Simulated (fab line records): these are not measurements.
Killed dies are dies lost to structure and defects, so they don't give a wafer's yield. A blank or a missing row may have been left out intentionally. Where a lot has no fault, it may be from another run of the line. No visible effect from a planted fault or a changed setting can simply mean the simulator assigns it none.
The same fault as seen by 2 desks ; flow gf180mcu ; what lay behind the numbers comes last; until then each desk has only its own

== METROLOGY DESK ==
What the gauges read for every lot (on any tool): the sampled wafers with a number, averaged. Any lot whose mean is over 4 standard deviations away from the usual mean is out of limits and marked OUT; that distance is given in the brackets.
Columns: A = V4_CVD_00_THK at GF_V4_THK_MEAS_01, usual 600 nm; B = V4_CVD_02_THK at GF_V4_THK_MEAS_03, usual 846 nm; C = V4_BOW at GF_V4_BOW_MEAS_05, usual 133 um; D = cd-nm at GF_V4_CD_MEAS_14, usual 260.0 nm
lot;first seen here;A;B;C;D
L554;day 23 04:52;593;838;123;259.0
L564;day 26 21:56;594;850;118;260.7
L565;day 27 06:28;602;841;132;260.2
L567;day 27 18:07;597;859;141;-
L568;day 28 02:43;597;847;138;-
L577;day 30 11:14;601;850;138;259.5
Result from this desk: across the 6 lots, nothing is out of limits.

== TOOL OWNER'S DESK, litho-track-02 ==
The tool's own readings at GF_V4_DEVELOP_13 (develop time 60 s): means of the sampled wafers that have a number, for each lot that ran on this tool. Any lot whose mean is over 4 standard deviations away from the usual mean is out of limits and marked OUT; that distance is given in the brackets.
Columns: A = chill-plate-temp-C at GF_V4_DEVELOP_13, usual 23.01 C
lot;first seen here;A
L565;day 28 03:26;22.87
This desk's finding: nothing out of limits on the one lot.

== BROUGHT TOGETHER ==
At the metrology desk, nothing out of limits was observed.
The tool owner's desk saw nothing out of limits.

== WHAT THE SIMULATOR HAD INSERTED ==
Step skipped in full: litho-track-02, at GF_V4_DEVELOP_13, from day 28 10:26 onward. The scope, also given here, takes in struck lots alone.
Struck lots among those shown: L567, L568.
